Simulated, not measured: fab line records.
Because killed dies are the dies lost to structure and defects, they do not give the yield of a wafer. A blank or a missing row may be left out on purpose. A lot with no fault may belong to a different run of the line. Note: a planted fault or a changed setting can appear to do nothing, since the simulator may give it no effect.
The tool behind it: which one? ; flow sfq line ; at 1 step of a route of 325, 13 lots with 39 wafers sampled

## WHAT THE GAUGES READ, wafer by wafer
SFQ_L0_THK_MEAS_902: measures by xrf. Usual: L0_MONX_KI_THK 39.6 nm, standard deviation 0.51.
lot;measured;on;L0_MONX_KI_THK (nm);flag
L472;day 1 12:41;film metro-03;39.4 39.6 39.1;
L473;day 1 17:42;film metro-01;39.7 39.2 39.9;
L474;day 1 22:42;film metro-03;39.5 38.8 39.2;
L475;day 2 03:42;film metro-03;39.9 39.4 40.4;
L476;day 2 08:41;film metro-01;38.9 39.8 39.5;
L477;day 2 13:43;film metro-04;39.7 39.3 39.6;
L480;day 3 04:41;film metro-01;39.9 39.1 40.0;
L481;day 3 09:41;film metro-01;39.5 40.0 40.3;
L485;day 4 05:41;film metro-04;40.3 39.7 39.7;
L489;day 5 01:41;film metro-01;38.8 39.6 39.4;
L492;day 5 16:41;film metro-04;40.1 40.2 40.0;
L494;day 6 02:42;film metro-04;39.9 40.2 39.5;
L495;day 6 07:43;film metro-01;39.8 40.4 39.8;

## EACH LOT AND THE TOOL THAT RAN IT (in order: tool; ch and the chambers of the sampled wafers; start)
The record holds no process step before these readings.

## WHAT THE TOOLS THEMSELVES READ (means of the sampled wafers that have a number; where no wafer has one, the mark that the record gives instead)
The record holds no such reading with a usual standard deviation.

## THE ANSWER, worked out from the rows above alone
Rule: a lot counts as off when the mean over its wafers that have a number is more than 3 standard deviations away from the usual mean. Also off: a lot with no number at a reading for which 4 or more lots have one. Any other lot the step has rows for is counted as sound. After the gauges, taken in route order, come the tools' own readings; for these a lot's mean is taken, as printed above. The first step at which some lot is off is used, and at that step the reading that is off furthest; a lot without a number counts as furthest.
Across all readings shown, no lot is off: no conclusion can be drawn from this.

## WHAT THE SIMULATOR HAD PUT IN
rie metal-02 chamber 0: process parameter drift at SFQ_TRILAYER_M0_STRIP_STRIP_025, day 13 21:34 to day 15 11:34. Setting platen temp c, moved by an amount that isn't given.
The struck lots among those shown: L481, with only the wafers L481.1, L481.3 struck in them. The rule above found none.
